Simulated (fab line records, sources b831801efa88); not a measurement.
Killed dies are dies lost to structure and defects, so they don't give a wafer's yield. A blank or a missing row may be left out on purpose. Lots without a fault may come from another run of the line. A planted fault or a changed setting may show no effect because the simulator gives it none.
A sampling plan put to the test | flow gf180mcu | one fab line, 45 faults that these records tell of, each judged on the records of the lots that it struck
The plan is the line's own looks: the steps of the route at which a gauge or an inspection reads the wafer and doesn't change it. A look can be judged if struck wafers have a number there and the file gives its usual mean and standard deviation on fault-free wafers. Caught: at a look after the fault's first step, the mean of the struck wafers lies 4 or more of those standard deviations (sigma) from the usual mean. On the tool: the same test on the tool's own readings at the fault's steps. Another recipe on the struck wafers, or a record that is blank for them alone, also counts as caught.

THE FAULTS, as the simulator had put them in
1. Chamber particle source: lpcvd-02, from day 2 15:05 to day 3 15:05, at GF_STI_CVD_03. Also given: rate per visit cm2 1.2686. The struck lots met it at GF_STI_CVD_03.
2. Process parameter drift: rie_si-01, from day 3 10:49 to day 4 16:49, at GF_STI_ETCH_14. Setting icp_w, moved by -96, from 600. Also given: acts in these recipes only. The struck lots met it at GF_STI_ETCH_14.
3. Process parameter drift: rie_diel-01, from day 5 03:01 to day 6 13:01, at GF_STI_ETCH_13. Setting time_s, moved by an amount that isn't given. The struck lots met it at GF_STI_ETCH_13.
4. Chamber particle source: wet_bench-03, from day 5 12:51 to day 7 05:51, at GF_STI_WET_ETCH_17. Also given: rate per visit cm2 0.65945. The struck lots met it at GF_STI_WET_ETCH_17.
5. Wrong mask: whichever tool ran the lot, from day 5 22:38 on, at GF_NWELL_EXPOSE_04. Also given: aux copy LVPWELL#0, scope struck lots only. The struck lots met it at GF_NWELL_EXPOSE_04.
6. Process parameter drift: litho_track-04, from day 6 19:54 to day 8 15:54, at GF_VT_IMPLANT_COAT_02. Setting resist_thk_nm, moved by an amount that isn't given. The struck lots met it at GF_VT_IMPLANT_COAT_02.
7. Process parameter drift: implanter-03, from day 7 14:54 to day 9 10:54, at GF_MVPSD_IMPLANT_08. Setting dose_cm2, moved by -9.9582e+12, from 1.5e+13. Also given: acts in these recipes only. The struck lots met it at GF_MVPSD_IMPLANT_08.
8. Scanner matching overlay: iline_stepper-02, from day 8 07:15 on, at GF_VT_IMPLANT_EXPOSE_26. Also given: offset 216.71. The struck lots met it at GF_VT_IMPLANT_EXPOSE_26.
9. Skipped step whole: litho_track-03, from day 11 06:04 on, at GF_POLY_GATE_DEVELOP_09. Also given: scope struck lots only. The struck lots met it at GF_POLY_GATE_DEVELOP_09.
10. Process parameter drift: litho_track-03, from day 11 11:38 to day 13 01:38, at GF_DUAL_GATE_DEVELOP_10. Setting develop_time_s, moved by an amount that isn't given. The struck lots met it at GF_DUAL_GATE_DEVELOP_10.
11. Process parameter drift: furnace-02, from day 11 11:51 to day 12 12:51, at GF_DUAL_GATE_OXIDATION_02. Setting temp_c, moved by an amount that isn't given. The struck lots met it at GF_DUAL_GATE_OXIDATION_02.
12. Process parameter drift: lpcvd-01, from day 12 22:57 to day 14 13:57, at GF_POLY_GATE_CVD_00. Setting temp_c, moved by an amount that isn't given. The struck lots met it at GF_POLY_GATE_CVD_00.
13. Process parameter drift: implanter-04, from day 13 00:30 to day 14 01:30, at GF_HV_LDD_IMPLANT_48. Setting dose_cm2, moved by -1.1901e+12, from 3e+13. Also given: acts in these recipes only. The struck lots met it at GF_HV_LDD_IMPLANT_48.
14. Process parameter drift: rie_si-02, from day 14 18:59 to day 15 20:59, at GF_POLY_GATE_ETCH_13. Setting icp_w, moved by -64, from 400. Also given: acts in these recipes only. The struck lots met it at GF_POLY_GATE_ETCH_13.
15. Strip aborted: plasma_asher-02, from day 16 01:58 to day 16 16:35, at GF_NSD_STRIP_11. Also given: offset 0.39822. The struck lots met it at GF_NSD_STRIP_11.
16. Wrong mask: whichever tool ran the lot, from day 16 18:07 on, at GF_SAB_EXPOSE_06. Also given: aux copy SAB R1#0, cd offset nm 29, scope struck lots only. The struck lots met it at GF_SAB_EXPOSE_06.
17. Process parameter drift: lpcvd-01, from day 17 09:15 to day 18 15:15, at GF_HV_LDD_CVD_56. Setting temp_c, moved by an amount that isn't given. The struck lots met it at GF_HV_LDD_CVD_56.
18. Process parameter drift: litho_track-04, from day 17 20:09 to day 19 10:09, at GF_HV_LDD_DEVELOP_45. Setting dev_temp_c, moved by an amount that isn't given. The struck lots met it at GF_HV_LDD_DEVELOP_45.
19. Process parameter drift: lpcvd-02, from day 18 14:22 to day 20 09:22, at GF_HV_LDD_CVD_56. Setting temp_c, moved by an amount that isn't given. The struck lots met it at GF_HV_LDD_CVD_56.
20. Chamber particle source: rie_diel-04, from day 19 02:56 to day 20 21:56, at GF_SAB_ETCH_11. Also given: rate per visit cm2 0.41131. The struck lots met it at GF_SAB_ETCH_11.
21. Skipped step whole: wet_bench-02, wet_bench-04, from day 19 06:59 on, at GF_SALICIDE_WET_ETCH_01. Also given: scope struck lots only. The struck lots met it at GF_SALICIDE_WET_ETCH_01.
22. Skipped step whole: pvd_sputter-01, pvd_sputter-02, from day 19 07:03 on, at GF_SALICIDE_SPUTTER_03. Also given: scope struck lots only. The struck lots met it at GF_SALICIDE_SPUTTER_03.
23. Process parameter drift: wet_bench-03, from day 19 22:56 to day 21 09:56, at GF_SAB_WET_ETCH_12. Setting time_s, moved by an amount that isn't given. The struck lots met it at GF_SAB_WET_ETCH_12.
24. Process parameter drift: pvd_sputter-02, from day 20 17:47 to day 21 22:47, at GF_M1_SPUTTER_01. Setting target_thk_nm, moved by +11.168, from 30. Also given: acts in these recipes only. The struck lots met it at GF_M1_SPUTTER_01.
25. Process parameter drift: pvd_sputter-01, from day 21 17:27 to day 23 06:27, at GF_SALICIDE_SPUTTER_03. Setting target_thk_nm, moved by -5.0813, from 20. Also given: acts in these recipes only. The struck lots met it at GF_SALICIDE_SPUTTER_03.
26. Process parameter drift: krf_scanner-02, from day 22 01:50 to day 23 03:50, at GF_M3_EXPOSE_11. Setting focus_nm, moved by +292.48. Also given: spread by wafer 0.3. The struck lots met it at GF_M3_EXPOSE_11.
27. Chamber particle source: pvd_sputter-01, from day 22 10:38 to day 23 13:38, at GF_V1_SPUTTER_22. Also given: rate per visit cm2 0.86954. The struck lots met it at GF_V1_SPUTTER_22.
28. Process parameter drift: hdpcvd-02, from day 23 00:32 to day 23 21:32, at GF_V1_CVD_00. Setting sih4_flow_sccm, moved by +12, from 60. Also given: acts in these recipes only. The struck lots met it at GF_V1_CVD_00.
29. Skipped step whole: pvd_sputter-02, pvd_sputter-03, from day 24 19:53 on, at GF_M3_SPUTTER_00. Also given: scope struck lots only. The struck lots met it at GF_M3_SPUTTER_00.
30. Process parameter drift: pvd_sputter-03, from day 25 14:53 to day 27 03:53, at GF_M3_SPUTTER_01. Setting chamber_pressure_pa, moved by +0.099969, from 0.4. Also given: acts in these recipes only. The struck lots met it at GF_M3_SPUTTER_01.
31. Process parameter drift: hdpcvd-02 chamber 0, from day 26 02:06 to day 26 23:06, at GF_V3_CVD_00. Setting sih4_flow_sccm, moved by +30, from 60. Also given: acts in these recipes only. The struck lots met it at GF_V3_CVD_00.
32. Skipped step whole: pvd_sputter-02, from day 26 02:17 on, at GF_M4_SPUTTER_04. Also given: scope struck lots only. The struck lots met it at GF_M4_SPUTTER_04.
33. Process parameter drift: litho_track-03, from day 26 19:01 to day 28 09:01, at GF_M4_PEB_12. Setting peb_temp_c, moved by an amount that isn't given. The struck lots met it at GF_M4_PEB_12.
34. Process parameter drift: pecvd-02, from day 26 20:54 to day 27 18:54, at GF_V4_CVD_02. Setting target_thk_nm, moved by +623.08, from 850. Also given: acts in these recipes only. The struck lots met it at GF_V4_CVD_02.
35. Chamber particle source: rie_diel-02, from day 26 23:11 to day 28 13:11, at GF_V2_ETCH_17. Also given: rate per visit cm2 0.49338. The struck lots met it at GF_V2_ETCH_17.
36. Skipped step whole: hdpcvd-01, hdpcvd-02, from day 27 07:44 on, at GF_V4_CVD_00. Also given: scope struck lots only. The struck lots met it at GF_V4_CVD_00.
37. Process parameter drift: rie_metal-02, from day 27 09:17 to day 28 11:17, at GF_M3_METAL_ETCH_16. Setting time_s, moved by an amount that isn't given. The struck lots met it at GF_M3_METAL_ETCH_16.
38. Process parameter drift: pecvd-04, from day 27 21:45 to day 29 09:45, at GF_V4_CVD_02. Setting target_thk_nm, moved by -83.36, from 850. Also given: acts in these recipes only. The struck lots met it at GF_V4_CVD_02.
39. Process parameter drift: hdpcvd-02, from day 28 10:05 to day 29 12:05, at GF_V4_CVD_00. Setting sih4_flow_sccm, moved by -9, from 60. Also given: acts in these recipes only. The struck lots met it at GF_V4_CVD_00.
40. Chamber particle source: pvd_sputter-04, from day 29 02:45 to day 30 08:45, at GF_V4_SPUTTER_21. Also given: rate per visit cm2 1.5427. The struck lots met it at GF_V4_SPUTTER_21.
41. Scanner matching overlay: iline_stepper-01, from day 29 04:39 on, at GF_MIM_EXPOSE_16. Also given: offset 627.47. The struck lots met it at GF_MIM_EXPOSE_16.
42. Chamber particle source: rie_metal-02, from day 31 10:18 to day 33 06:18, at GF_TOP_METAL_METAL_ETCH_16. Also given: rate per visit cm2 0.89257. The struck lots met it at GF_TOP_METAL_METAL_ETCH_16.
43. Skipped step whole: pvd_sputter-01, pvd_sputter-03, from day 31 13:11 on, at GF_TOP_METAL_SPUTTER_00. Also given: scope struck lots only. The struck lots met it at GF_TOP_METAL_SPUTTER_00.
44. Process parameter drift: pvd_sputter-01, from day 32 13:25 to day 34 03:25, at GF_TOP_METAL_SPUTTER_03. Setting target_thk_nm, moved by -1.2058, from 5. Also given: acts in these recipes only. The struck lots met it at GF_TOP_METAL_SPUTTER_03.
45. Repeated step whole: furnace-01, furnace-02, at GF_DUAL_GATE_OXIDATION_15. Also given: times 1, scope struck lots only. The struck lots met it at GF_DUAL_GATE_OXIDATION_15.

WHAT THE PLAN SAW
fault | on the tool itself                               | first look that catches it                      | reading, sigma                                       | median hours from its first step to that look | hours from the fault's start to the first struck lot there | judged looks passed uncaught
1     | under 2 sigma                                    | no look after it can be judged                  | -                                                    | -                                             | -                                                          | 0
2     | rf_fwd_power_W -48 sigma                         | no look after it can be judged                  | -                                                    | -                                             | -                                                          | 0
3     | run_length_s -24 sigma                           | not the one look that can be judged after it    | -                                                    | -                                             | -                                                          | 1
4     | under 2 sigma                                    | none of the 4 looks that can be judged after it | -                                                    | -                                             | -                                                          | 4
5     | no reading that can be judged                    | GF_NWELL_TW_MEAS_11                             | NWELL_TW -99 or beyond                               | 8.5                                           | 10                                                         | 0
6     | no reading that can be judged                    | not the one look that can be judged after it    | -                                                    | -                                             | -                                                          | 1
7     | dose_ions_cm2 -99 or beyond sigma                | GF_MVPSD_TW_MEAS_11                             | MVPSD_TW -25                                         | 0.4                                           | 9                                                          | 0
8     | no reading that can be judged                    | GF_VT_IMPLANT_OVL_MEAS_29                       | VT_IMPLANT_02_OVL +99 or beyond                      | 8.2                                           | 12                                                         | 0
9     | no reading that can be judged                    | no look after it can be judged                  | -                                                    | -                                             | -                                                          | 0
10    | no reading that can be judged                    | no look after it can be judged                  | -                                                    | -                                             | -                                                          | 0
11    | spike_tc_upper_C +10 sigma                       | GF_DUAL_GATE_THK_MEAS_03                        | DUAL_GATE_OXIDATION_00_THK +6.6                      | 1.5                                           | 5                                                          | 0
12    | susceptor_temp_C +14 sigma                       | GF_POLY_GATE_THK_MEAS_01                        | POLY_GATE_CVD_00_THK +10                             | 1.4                                           | 6                                                          | 0
13    | dose_ions_cm2 -37 sigma                          | none of the 2 looks that can be judged after it | strongest: HV_LDD_4_TW at GF_HV_LDD_TW_MEAS_50, -2.4 | -                                             | -                                                          | 2
14    | rf_fwd_power_W -40 sigma                         | no look after it can be judged                  | -                                                    | -                                             | -                                                          | 0
15    | oes_product_au +19 sigma                         | GF_PSD_TW_MEAS_11                               | PSD_TW -99 or beyond                                 | 22.7                                          | 37                                                         | 1
16    | no reading that can be judged                    | GF_SAB_CD_MEAS_09                               | cd_nm +11                                            | 11.8                                          | 15                                                         | 0
17    | susceptor_temp_C -11 sigma                       | GF_HV_LDD_THK_MEAS_57                           | HV_LDD_CVD_56_THK -7.6                               | 1.4                                           | 6                                                          | 0
18    | developer_temp_C +7.6 sigma                      | not the one look that can be judged after it    | strongest: cd_nm at GF_HV_LDD_CD_MEAS_46, -2.0       | -                                             | -                                                          | 1
19    | susceptor_temp_C -30 sigma                       | GF_HV_LDD_THK_MEAS_57                           | HV_LDD_CVD_56_THK -19                                | 2.2                                           | 18                                                         | 0
20    | under 2 sigma                                    | none of the 2 looks that can be judged after it | -                                                    | -                                             | -                                                          | 2
21    | the tool's record is blank for the struck wafers | no look after it can be judged                  | -                                                    | -                                             | -                                                          | 0
22    | the tool's record is blank for the struck wafers | GF_SALICIDE_RS_MEAS_04                          | SALICIDE_TIN_RS +33                                  | 0.1                                           | 8                                                          | 0
23    | run_length_s +16 sigma                           | no look after it can be judged                  | -                                                    | -                                             | -                                                          | 0
24    | under 2 sigma                                    | no look after it can be judged                  | -                                                    | -                                             | -                                                          | 0
25    | under 2 sigma                                    | GF_SALICIDE_RS_MEAS_04                          | SALICIDE_TIN_RS +5.3                                 | 0.1                                           | 5                                                          | 0
26    | exposure_dose_mJ_cm2 -29 sigma                   | GF_M3_CD_MEAS_14                                | cd_nm -15                                            | 11.1                                          | 31                                                         | 0
27    | under 2 sigma                                    | none of the 2 looks that can be judged after it | -                                                    | -                                             | -                                                          | 2
28    | sih4_flow_sccm +71 sigma                         | GF_V1_THK_MEAS_01                               | V1_CVD_00_THK +16                                    | 0.1                                           | 5                                                          | 0
29    | the tool's record is blank for the struck wafers | no look after it can be judged                  | -                                                    | -                                             | -                                                          | 0
30    | chamber_pressure_pa +99 or beyond sigma          | no look after it can be judged                  | -                                                    | -                                             | -                                                          | 0
31    | sih4_flow_sccm +99 or beyond sigma               | GF_V3_THK_MEAS_01                               | V3_CVD_00_THK +44                                    | 0.1                                           | 6                                                          | 0
32    | the tool's record is blank for the struck wafers | GF_M4_THK_MEAS_06                               | M4_ALCU_THK +9.0                                     | 0.2                                           | 16                                                         | 0
33    | heater_power_total_W -37 sigma                   | GF_M4_CD_MEAS_14                                | cd_nm +8.9                                           | 0.3                                           | 2                                                          | 0
34    | under 2 sigma                                    | GF_V4_THK_MEAS_03                               | V4_CVD_02_THK +63                                    | 0.1                                           | 3                                                          | 0
35    | under 2 sigma                                    | no look after it can be judged                  | -                                                    | -                                             | -                                                          | 0
36    | the tool's record is blank for the struck wafers | GF_V4_BOW_MEAS_05                               | V4_BOW -4.1                                          | 0.6                                           | 9                                                          | 0
37    | run_length_s -16 sigma                           | no look after it can be judged                  | -                                                    | -                                             | -                                                          | 0
38    | under 2 sigma                                    | GF_V4_THK_MEAS_03                               | V4_CVD_02_THK -8.2                                   | 0.1                                           | 6                                                          | 0
39    | sih4_flow_sccm -47 sigma                         | GF_V4_THK_MEAS_01                               | V4_CVD_00_THK -12                                    | 0.1                                           | 1                                                          | 0
40    | under 2 sigma                                    | not the one look that can be judged after it    | -                                                    | -                                             | -                                                          | 1
41    | under 2 sigma                                    | none of the 2 looks that can be judged after it | -                                                    | -                                             | -                                                          | 2
42    | under 2 sigma                                    | no look after it can be judged                  | -                                                    | -                                             | -                                                          | 0
43    | the tool's record is blank for the struck wafers | no look after it can be judged                  | -                                                    | -                                             | -                                                          | 0
44    | under 2 sigma                                    | no look after it can be judged                  | -                                                    | -                                             | -                                                          | 0
45    | under 2 sigma                                    | no look after it can be judged                  | -                                                    | -                                             | -                                                          | 0
A dash: the fault isn't caught, or these records don't give the number.

Caught at a look: 20 of 45. Caught on the tool: 25 of 45. By one or the other: 31 of 45.
Caught on the tool alone: faults 2, 3, 13, 14, 18, 21, 23, 29, 30, 37, 43.
Caught at a look alone: faults 5, 8, 16, 25, 34, 38.
Caught by neither: faults 1, 4, 6, 9, 10, 20, 24, 27, 35, 40, 41, 42, 44, 45.

THINNER SAMPLING
If the look that catches a fault measured only every second or every third lot, by lot number, the first struck lot would be measured this late in the worst case:
fault | struck lots at that look, in order of time | every lot | every second lot | every third lot
5     | L235                                       | 10 h      | may miss it      | may miss it
7     | L107, L113                                 | 9 h       | may miss all 2   | may miss all 2
8     | L281, L285, L287                           | 12 h      | may miss all 3   | may miss all 3
11    | L553, L554, L555                           | 5 h       | 6 h              | 14 h
12    | L315, L316, L317                           | 6 h       | 14 h             | 24 h
15    | L745                                       | 37 h      | may miss it      | may miss it
16    | L844                                       | 15 h      | may miss it      | may miss it
17    | L384, L385                                 | 6 h       | 7 h              | may miss all 2
19    | L521, L523                                 | 18 h      | may miss all 2   | may miss all 2
22    | L474, L473                                 | 8 h       | 9 h              | may miss all 2
25    | L298, L299                                 | 5 h       | 16 h             | may miss all 2
26    | L953                                       | 31 h      | may miss it      | may miss it
28    | L612, L613                                 | 5 h       | 14 h             | may miss all 2
31    | L876, L877                                 | 6 h       | 12 h             | may miss all 2
32    | L160, L161                                 | 16 h      | 17 h             | may miss all 2
33    | L174, L176                                 | 2 h       | may miss all 2   | may miss all 2
34    | L866, L868                                 | 3 h       | may miss all 2   | may miss all 2
36    | L218, L219, L220                           | 9 h       | 9 h              | 20 h
38    | L290, L294                                 | 6 h       | may miss all 2   | may miss all 2
39    | L756, L759                                 | 1 h       | 26 h             | may miss all 2
Hours are from the fault's start to the first struck lot that is measured. The limit of 4 sigma was tested on all struck wafers together, so one lot alone may lie under it. Other struck lots may not be in these records.

THE LONGEST TIMED WAY FROM STEP TO LOOK
Fault 15: a median of 22.7 hours passes between GF_NSD_STRIP_11 and GF_PSD_TW_MEAS_11. The look between them that can be judged stayed within 4 sigma: GF_PSD_OVL_MEAS_08.
